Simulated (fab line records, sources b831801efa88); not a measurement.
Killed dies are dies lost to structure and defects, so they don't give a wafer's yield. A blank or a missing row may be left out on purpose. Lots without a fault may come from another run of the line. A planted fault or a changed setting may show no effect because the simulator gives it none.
Which tool did it? | flow gf180mcu | 13 lots, 39 wafers sampled, at 5 steps of a route of 602

WHAT THE GAUGES READ, wafer by wafer
GF_MVPSD_TW_MEAS_11. Usual: MVPSD_TW 552, standard deviation 4.3.
lot  | measured     | on            | MVPSD_TW    | flag
L662 | day 5 02:38  | film_metro-01 | 546 548 547 |
L663 | day 5 07:26  | film_metro-01 | 549 546 547 |
L665 | day 6 00:26  | film_metro-04 | 552 551 554 |
L666 | day 6 02:46  | film_metro-01 | 548 551 551 |
L667 | day 6 06:24  | film_metro-04 | 554 555 551 |
L668 | day 6 18:15  | film_metro-01 | 553 551 551 |
L669 | day 6 20:41  | film_metro-02 | 548 547 549 |
L670 | day 7 00:53  | film_metro-01 | 666 663 662 | OFF
L672 | day 7 14:13  | film_metro-01 | 543 543 543 |
L673 | day 7 19:56  | film_metro-04 | 558 559 558 |
L677 | day 8 21:31  | film_metro-04 | 671 673 675 | OFF
L683 | day 10 08:27 | film_metro-02 | 553 553 555 |
L684 | day 10 16:42 | film_metro-01 | 549 550 553 |

GF_VT_IMPLANT_RS_MEAS_49: measures by four-point-probe. Usual: MVPSD_RS 1167 ohm/sq, standard deviation 3.2.
lot  | measured     | on            | MVPSD_RS (ohm/sq) | flag
L662 | day 7 17:12  | film_metro-02 | 1167 1166 1164    |
L663 | day 7 20:58  | film_metro-01 | 1168 1166 1162    |
L665 | day 8 18:11  | film_metro-04 | 1167 1169 1166    |
L666 | day 8 20:55  | film_metro-01 | 1175 1170 1172    |
L667 | day 9 01:17  | film_metro-01 | 1171 1171 1170    |
L668 | day 9 13:36  | film_metro-02 | 1162 1168 1164    |
L669 | day 9 16:36  | film_metro-02 | 1172 1169 1174    |
L670 | day 9 20:21  | film_metro-04 | 821 821 823       | OFF
L672 | day 10 11:14 | film_metro-04 | 1171 1170 1167    |
L673 | day 10 20:19 | film_metro-02 | 1175 1171 1173    |
L677 | day 11 22:28 | film_metro-04 | 820 822 822       | OFF
L683 | day 13 14:29 | film_metro-01 | 1164 1165 1166    |
L684 | day 14 00:29 | film_metro-02 | 1165 1164 1169    |

GF_POLY_GATE_CD_MEAS_18. Usual: cd_nm 280.6 nm, standard deviation 2.4.
lot  | measured     | on        | cd_nm (nm)        | flag
L662 | day 9 13:37  | cd_sem-01 | 280.5 280.9 282.2 |
L663 | day 9 16:48  | cd_sem-01 | 277.5 277.5 283.4 |
L665 | day 10 16:13 | cd_sem-02 | 280.4 276.8 277.6 |
L666 | day 10 16:14 | cd_sem-01 | 281.3 282.2 283.2 |
L667 | day 10 21:17 | cd_sem-01 | 282.4 277.8 276.9 |
L668 | day 11 13:29 | cd_sem-01 | 280.3 281.4 279.2 |
L669 | day 11 16:23 | cd_sem-02 | 284.3 278.4 281.3 |
L670 | day 11 17:38 | cd_sem-01 | 283.3 281.5 282.6 |
L672 | day 12 09:47 | cd_sem-01 | 279.2 277.2 277.4 |
L673 | day 12 18:23 | cd_sem-01 | 282.9 282.2 280.0 |
L677 | day 14 02:33 | cd_sem-02 | 279.0 279.3 278.0 |
L683 | day 15 19:50 | cd_sem-01 | 279.0 279.8 279.0 |
L684 | day 16 06:29 | cd_sem-02 | 280.6 273.8 275.5 |

GF_PSD_OVL_MEAS_08. Usual: PSD_OVL -0.1 nm, standard deviation 1.2.
lot  | measured     | on         | PSD_OVL (nm)   | flag
L662 | day 14 13:52 | overlay-01 | 0.9 -2.5 -0.9  |
L663 | day 14 18:09 | overlay-01 | 1.6 0.5 -1.2   |
L665 | day 15 20:51 | overlay-02 | -0.2 -0.2 0.5  |
L666 | day 15 21:44 | overlay-01 | 0.4 -0.2 0.9   |
L667 | day 16 03:38 | overlay-01 | 0.0 1.2 0.4    |
L668 | day 16 23:07 | overlay-02 | -1.0 -0.9 -2.8 |
L669 | day 17 02:49 | overlay-02 | -0.2 0.6 0.9   |
L670 | day 17 04:20 | overlay-01 | 0.7 0.7 2.0    |
L672 | day 18 00:43 | overlay-02 | 1.3 1.8 1.4    |
L673 | day 18 08:08 | overlay-02 | -2.3 -1.4 0.6  |
L677 | day 19 22:49 | overlay-02 | 0.6 -1.5 -0.1  |
L683 | day 22 00:17 | overlay-02 | -0.2 1.0 0.6   |
L684 | day 22 10:57 | overlay-01 | 0.7 1.2 2.4    |

WHICH TOOL RAN EACH LOT (tool, then ch and the chambers of the sampled wafers, then the start)
lot  | GF_MVPSD_IMPLANT_08
L662 | implanter-04 ch 0, day 5 02:15
L663 | implanter-04 ch 0, day 5 07:03
L665 | implanter-01 ch 0, day 6 00:02
L666 | implanter-03 ch 0, day 6 02:23
L667 | implanter-01 ch 0, day 6 06:00
L668 | implanter-03 ch 0, day 6 17:51
L669 | implanter-01 ch 0, day 6 20:17
L670 | implanter-04 ch 0, day 7 00:11
L672 | implanter-04 ch 0, day 7 13:49
L673 | implanter-03 ch 0, day 7 19:33
L677 | implanter-01 ch 0, day 8 20:46
L683 | implanter-04 ch 0, day 10 08:05
L684 | implanter-01 ch 0, day 10 16:20
- GF_MVPSD_IMPLANT_08

WHAT THE TOOLS THEMSELVES READ (means of the sampled wafers that have a number; where no wafer has one, the mark that the record gives instead)
GF_MVPSD_IMPLANT_08. Usual: faraday_current_uA 84.4, standard deviation 1.6.
lot  | tool         | faraday_current_uA | flag
L662 | implanter-04 | 83.2               |
L663 | implanter-04 | 85.7               |
L665 | implanter-01 | 84.5               |
L666 | implanter-03 | 82.7               |
L667 | implanter-01 | 85.9               |
L668 | implanter-03 | 83.2               |
L669 | implanter-01 | 83.3               |
L670 | implanter-04 | 85.2               |
L672 | implanter-04 | 84.1               |
L673 | implanter-03 | 85.0               |
L677 | implanter-01 | 85.0               |
L683 | implanter-04 | 84.4               |
L684 | implanter-01 | 84.4               |

THE ANSWER, worked out from the rows above alone
Rule: a lot is off if the mean of its wafers that have a number lies more than 3 standard deviations from the usual mean. A lot without any number at a reading at which 4 lots or more have one is off too. The other lots that the step has rows for count as sound. The gauges are gone through in route order, then the tools' own readings, and for those a lot's mean is taken as printed above. The first step at which some lot is off is used, and at that step the reading that is off furthest; a lot without a number counts as furthest.
Off: L670, L677, at GF_MVPSD_TW_MEAS_11 (MVPSD_TW).
A tool fits if, at a process step before that reading, it ran every lot that is off, and no sound lot after the first of them. The gauges at GF_MVPSD_TW_MEAS_11 are tried like those tools. None of those tried fits.

WHAT THE SIMULATOR HAD PUT IN
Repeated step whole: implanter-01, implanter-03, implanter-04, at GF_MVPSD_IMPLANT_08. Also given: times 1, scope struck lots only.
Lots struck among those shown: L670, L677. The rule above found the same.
